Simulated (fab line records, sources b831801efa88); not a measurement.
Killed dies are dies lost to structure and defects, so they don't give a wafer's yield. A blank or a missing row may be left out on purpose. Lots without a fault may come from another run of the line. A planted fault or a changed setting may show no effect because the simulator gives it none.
A struck lot beside a sound one | flow sky130 | 43 steps out of a route of 708
Sound: wafers L584.2, L584.4, L584.5. Struck: wafers L587.1, L587.3, L587.5. The cause comes at the end.
At each step with rows: each side's tool, then ch and its chambers, then its first start. Under that, the readings that differ: sound wafers | struck wafers | difference of the means | sigmas: that difference in standard deviations of wafers without a fault.
alike: readings whose means differ by less than 2 such deviations, and words and numbers that are the same on both sides. not compared: withheld readings, readings that some wafer has no value for, bounds like >300 that may hide the same value, and numbers for which the record gives no deviation and whose values overlap.
The two part at a step that has a row with sigmas, a row that says differs or no value, or rows on one side only. Numbers that don't overlap but have no deviation are shown without sigmas and don't part them. A reading that every wafer of one side lacks parts them only if that side has two wafers or more.

first, 5 steps without rows for these wafers: SKY_FIELD_ISO_WET_ETCH_18 (etches Si3N4 in H3PO4, target depth 25 nm, time 286 s); SKY_FIELD_ISO_CLEAN_19 (cleans in SC1/SC2, time 150 s); SKY_FIELD_ISO_CLEAN_20 (cleans in dHF, time 20 s); SKY_FIELD_ISO_WET_ETCH_21 (etches SiO2 in dHF, target depth 20 nm, time 400 s); SKY_FIELD_ISO_OXIDATION_22 (stabilise 600 s, purge 300 s, target thk 10 nm).
SKY_FIELD_ISO_THK_MEAS_23:
  sound on film_metro-01, day 2 23:58; struck on film_metro-02, day 3 16:56
  alike: FIELD_ISO_OXIDATION_01_THK
then, 1 step without rows for these wafers: SKY_FIELD_ISO_CVD_24 (deposits SiO2, target thk 595 nm, time 99.2 s).
SKY_FIELD_ISO_THK_MEAS_25:
  sound on film_metro-01, day 3 00:06; struck on film_metro-02, day 3 17:04
  alike: FIELD_ISO_CVD_24_THK
then, 1 step without rows for these wafers: SKY_FIELD_ISO_ANNEAL_26 (time 1800 s).
SKY_FIELD_ISO_CMP_27: polishes, stops on Si3N4, t overpolish 16 s, target thk 457.8 nm.
  sound on cmp-02 ch 0,1,2, day 3 01:45; struck on cmp-02 ch 0,1,2, day 3 19:53
  alike: edge_zone_pressure_frac, motor_current_A, overpolish_run_s, time_to_endpoint_s
then, 2 steps without rows for these wafers: SKY_FIELD_ISO_WET_ETCH_28 (etches SiO2 in dHF, target depth 23.7 nm, time 47 s); SKY_FIELD_ISO_WET_ETCH_29 (etches Si3N4 in H3PO4, target depth 160 nm, time 1825 s).
SKY_FIELD_ISO_WET_ETCH_30: etches SiO2 in dHF, target depth 25 nm, time 50 s.
  sound on wet_bench-03 ch 0, day 3 02:29; struck on wet_bench-01 ch 1, day 3 20:43
then, 2 steps without rows for these wafers: SKY_NWELL_CLEAN_00 (cleans in SC1/SC2, time 150 s); SKY_NWELL_OXIDATION_01 (stabilise 600 s, purge 300 s, target thk 10 nm).
SKY_NWELL_THK_MEAS_02:
  sound on film_metro-02, day 3 05:44; struck on film_metro-01, day 3 22:27
  reading                  | sound          | struck            | difference | sigmas
  NWELL_OXIDATION_THK (nm) | 9.76 9.91 9.78 | 10.21 10.33 10.29 | +0.46      | +3
then, 8 steps without rows for these wafers: SKY_DNWELL_DEHYDRATE_00 (time 60 s); SKY_DNWELL_HMDS_01 (prime time 60 s); SKY_DNWELL_COAT_02 (resist thk 3000 nm); SKY_DNWELL_SOFTBAKE_03; SKY_DNWELL_EXPOSE_04 (exposes mask DNM, target cd 3000 nm); SKY_DNWELL_PEB_05; SKY_DNWELL_DEVELOP_06 (develop time 60 s); SKY_DNWELL_IMPLANT_07.
SKY_DNWELL_STRIP_08: strips in O2/N2.
  sound on plasma_asher-01 ch 0,1, day 3 21:47; struck on plasma_asher-02 ch 0,1, day 4 15:20
  alike: chamber_pressure_mTorr, drypump_motor_current_A, oes_product_au, strip_time_to_endpoint_s
  not compared: rf_hours_counter_h
SKY_DNWELL_TW_MEAS_09:
  sound on film_metro-02, day 3 21:53; struck on film_metro-02, day 4 15:26
  alike: DNWELL_TW
then, 7 steps without rows for these wafers: SKY_PWDE_DEHYDRATE_00 (time 60 s); SKY_PWDE_HMDS_01 (prime time 60 s); SKY_PWDE_COAT_02 (resist thk 3000 nm); SKY_PWDE_SOFTBAKE_03; SKY_PWDE_EXPOSE_04 (exposes mask PWDEM, target cd 840 nm); SKY_PWDE_PEB_05; SKY_PWDE_DEVELOP_06 (develop time 60 s).
SKY_PWDE_OVL_MEAS_07:
  sound on overlay-02, day 4 14:14; struck on overlay-02, day 5 08:45
  alike: PWDE_OVL
then, 1 step without rows for these wafers: SKY_PWDE_IMPLANT_08.
SKY_PWDE_STRIP_09: strips in O2/N2.
  sound on plasma_asher-02 ch 0,1, day 4 14:25; struck on plasma_asher-02 ch 0,1, day 5 08:56
  alike: chamber_pressure_mTorr, drypump_motor_current_A, oes_product_au, strip_time_to_endpoint_s
  not compared: rf_hours_counter_h
SKY_PWDE_TW_MEAS_10:
  sound on film_metro-02, day 4 14:32; struck on film_metro-02, day 5 09:02
  alike: PWDE_TW
then, 5 steps without rows for these wafers: SKY_NWELL_DEHYDRATE_03 (time 60 s); SKY_NWELL_HMDS_04 (prime time 60 s); SKY_NWELL_COAT_05 (resist thk 3000 nm); SKY_NWELL_SOFTBAKE_06; SKY_NWELL_EXPOSE_07 (exposes mask NWM, target cd 840 nm).
-- the record jumps here: 42 days lie between the struck wafers' starts before and after (it left off in module NWELL and takes up again in module PAD_OPEN, whose first step shown is number 708 of the route) --
SKY_PAD_OPEN_PROBE_99:
  sound on prober-02, day 46 10:53; struck on prober-01, day 47 11:32
  reading             | sound    | struck                                                                     | difference                   | sigmas
  hold                | - - -    | await_dispo/2.9h/release await_dispo/2.9h/release await_dispo/2.9h/release | no value on the sound wafers |
  killed_at_front_end | 16 13 23 | 72 82 77                                                                   | +60                          | +14
  killed_at_other     | 0 0 0    | 0 3 1                                                                      | +1                           | +2
  killed_dies         | 86 81 97 | 144 160 132                                                                | +57                          | +7
  alike: killed_at_M0_to_M3, killed_at_M4_up, killed_at_contacts, killed_open, killed_short

WHERE THEY PART
First at SKY_NWELL_THK_MEAS_02; last, within this record, at SKY_PAD_OPEN_PROBE_99.

WHY: what the simulator had put in
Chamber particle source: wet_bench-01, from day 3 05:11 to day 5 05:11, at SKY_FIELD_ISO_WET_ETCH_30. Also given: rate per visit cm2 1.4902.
